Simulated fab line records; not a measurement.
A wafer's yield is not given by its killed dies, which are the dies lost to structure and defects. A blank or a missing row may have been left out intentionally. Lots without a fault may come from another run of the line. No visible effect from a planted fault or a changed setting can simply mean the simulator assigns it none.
Code-filled problem report in 8D (eight disciplines) form + flow sky130 + the parts of the form that need people (team, actions taken, sign-off) are left out

## 1. WHAT WENT WRONG
LDD_LDN_TW at SKY_LDD_LDN_TW_MEAS_13 reads a mean of 1566 on 6 wafers of 2 lots; wafers without a fault read 1483 with a standard deviation of 11. That is +7.6 standard deviations from the usual mean.
Earliest sighting: wafer L106.2 on filmMetro-01 at day 25 01:47. Wafers with a number at this step in the record: 42, from 14 lots. By rule, "out" or "out of limits" means more than 4 standard deviations away from the usual mean. The rest of the wafers with a number are treated as sound.

## 2. WHAT IT IS, AND WHAT IT ISN'T
| question                    | is                         | is not                                                                                                              |
|-----------------------------|----------------------------|---------------------------------------------------------------------------------------------------------------------|
| which readings at this step | LDD_LDN_TW                 | -                                                                                                                   |
| which lots                  | L105, L106                 | L100, L101, L112, L113, L114, L115, L117, L118, L119, L120, L121, L999                                              |
| which wafers of those lots  | all that have a number     | -                                                                                                                   |
| read on which gauges        | filmMetro-01, filmMetro-03 | filmMetro-02                                                                                                        |
| when                        | from day 25 01:47          | up to then (9 sound wafers); but 27 sound wafers of L112, L113, L114, L115, L117, L118, L119, L120, L121 came after |

## 3. THE SUSPECTS, EACH WITH WHAT RULES IT OUT
Counting: a tool stays on the suspect list if, at a process step up to the reading, it processed all lots that are out and no sound lot following the first of them.
- the gauge at SKY_LDD_LDN_TW_MEAS_13: ruled out. Those wafers that are out were read across 2 gauges (filmMetro-01, filmMetro-03).
- implanter-02 at SKY_LDD_LDN_IMPLANT_08: ruled out as a lasting fault. The sound lots L112, L114, L115 went through it after L106, its earliest lot that is out (day 25 01:05).
Left after counting: nothing in the record.

## 4. THE CAUSE (what the simulator had put in)
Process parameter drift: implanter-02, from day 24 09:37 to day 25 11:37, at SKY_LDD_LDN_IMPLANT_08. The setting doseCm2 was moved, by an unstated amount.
Counting ruled it out, wrongly: the rule takes a fault to strike every lot that its tool runs from its start on, and this one did not.

## 5. SEQUENCE OF EFFECTS, ordered by route
Rows list readings where the struck wafers' mean (over those with a number) sits beyond 3 standard deviations from the usual. Scope: only readings with a usual standard deviation given in the record; hours: median across lots of the time from each lot's start at the first step in this table that gives one to its start at this step; sigmas: change in usual standard deviations.
| hours | step                   | reading          | usual    | on struck wafers | change    | sigmas      |
|-------|------------------------|------------------|----------|------------------|-----------|-------------|
| 0     | SKY_LDD_LDN_IMPLANT_08 | doseIonsCm2      | 1.25e+13 | 2.17e+13         | +9.17e+12 | +99 or more |
| 0     | SKY_LDD_LDN_IMPLANT_08 | faradayCurrentUA | 70.5     | 121.9            | +51.4     | +34         |
| 1     | SKY_LDD_LDN_TW_MEAS_13 | LDD_LDN_TW       | 1483     | 1566             | +83       | +7.6        |
Here are the process steps it includes:
- SKY_LDD_LDN_IMPLANT_08
Later measuring or inspecting steps at which every struck wafer that the step has a row for has a number for every such reading, and none has moved that far: SKY_SPACER_THK_MEAS_01.

## 6. WHAT WOULD HAVE CAUGHT IT SOONER
16 hours passed between the start of the fault at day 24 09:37 and the first reading out of limits at a measuring or inspecting step in this record, taken at day 25 01:47.
The tool's own readings at SKY_LDD_LDN_IMPLANT_08 were out on every struck wafer that the step has a row for (doseIonsCm2, faradayCurrentUA): an alarm limit on them would have fired on the first of those.
